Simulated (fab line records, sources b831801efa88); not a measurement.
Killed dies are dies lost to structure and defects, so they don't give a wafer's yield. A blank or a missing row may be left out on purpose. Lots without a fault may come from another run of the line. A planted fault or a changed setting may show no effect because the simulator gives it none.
One fault seen from 2 desks | flow sky130 | each desk has only its own numbers; what lay behind them comes last

THE METROLOGY DESK
What the gauges read, lot by lot, whatever tool the lot ran on: means of the sampled wafers that have a number. A lot is out of limits, marked OUT, if its mean lies more than 4 standard deviations from the usual mean; the brackets give that distance.
Columns: A = CONTACT_W_RS at SKY_CONTACT_RS_MEAS_25, usual 0.341 ohm/sq; B = CONTACT_W_THK at SKY_CONTACT_THK_MEAS_26, usual 338 nm
lot  | first seen here | A     | B
L916 | day 32 10:14    | 0.339 | 339
L921 | day 34 00:14    | 0.340 | 338
L922 | day 34 11:10    | 0.338 | 337
L933 | day 38 00:01    | 0.341 | 335
L935 | day 38 06:58    | 0.343 | 340
L937 | day 39 00:03    | 0.347 | 336
This desk's finding: nothing out of limits on any of the 6 lots.

THE TOOL OWNER'S DESK: pvd_sputter-02
The tool's own readings at SKY_METAL1_SPUTTER_03 (material Ti, target thk 5 nm, time 3.3 s): means of the sampled wafers that have a number, for each lot that ran on this tool. A lot is out of limits, marked OUT, if its mean lies more than 4 standard deviations from the usual mean; the brackets give that distance.
Columns: A = chamber_pressure_pa at SKY_METAL1_SPUTTER_03, usual 0.4001 Pa; B = throttle_valve_pct at SKY_METAL1_SPUTTER_03, usual 30.3 %
lot  | first seen here | A      | B
L921 | day 34 00:45    | 0.4004 | 30.5
L922 | day 34 11:43    | 0.4002 | 30.4
L933 | day 38 00:34    | 0.4001 | 30.2
L935 | day 38 07:31    | 0.3997 | 30.4
This desk's finding: nothing out of limits on any of the 4 lots.

PUT TOGETHER
The metrology desk saw nothing out of limits.
The tool owner's desk saw nothing out of limits.

WHAT THE SIMULATOR HAD PUT IN
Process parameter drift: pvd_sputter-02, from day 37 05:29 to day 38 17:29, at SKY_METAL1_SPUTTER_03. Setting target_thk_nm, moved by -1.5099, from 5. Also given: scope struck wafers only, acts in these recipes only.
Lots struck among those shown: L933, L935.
